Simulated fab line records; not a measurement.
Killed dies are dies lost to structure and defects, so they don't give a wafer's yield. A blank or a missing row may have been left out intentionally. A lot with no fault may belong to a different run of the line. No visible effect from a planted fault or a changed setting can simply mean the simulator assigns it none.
Matching of chambers ; flow gf180mcu ; GF_V5_CMP_04 on cmp-02: 4 sister chambers
The step polishes SiO2. 8 wafers are shown with their chamber, then 8 later ones without.

## WAFERS WITH THEIR CHAMBER
wafer;chamber;motor current A (A)
L198.5;1;11.8
L202.6;1;11.2
L208.3;2;13.5
L208.6;3;12.7
L210.1;2;13.1
L210.3;3;12.9
L210.4;0;13.5
L211.1;0;12.8

## WAFERS WHOSE CHAMBER IS MISSING
wafer;motor current A (A)
L211.4;14.0
L211.5;12.5
L216.3;13.2
L216.4;11.4
L216.6;12.7
L218.2;11.5
L218.5;12.5
L218.6;12.6

## CHAMBER TAKEN BY EACH
wafer;from the rows above;in truth
L211.4;can't be placed: 2 or 0 or 3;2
L211.5;can't be placed: 3 or 0 or 2 or 1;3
L216.3;can't be placed: 0 or 2 or 3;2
L216.4;1;1
L216.6;can't be placed: 3 or 0 or 2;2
L218.2;1;1
L218.5;can't be placed: 3 or 0 or 2 or 1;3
L218.6;can't be placed: 3 or 0 or 2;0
2 of 8 placed correctly. Unplaceable from these rows: 6, with the true chamber sitting among the candidates in 6. Wrongly placed: 0.
How it was worked out, from the rows above alone: a wafer's distance from a chamber is the root of the sum, over the readings, of the square of ((its reading less the chamber's mean) divided by the reading's scatter). If the next closest chamber is less than 2 further off than the closest, the wafer can't be placed; otherwise it belongs to the closest. A chamber's mean is the mean of its shown wafers. The scatter: take each reading less its chamber's mean, square it, sum over the shown wafers, divide by the number of wafers less the number of chambers, and take the root.
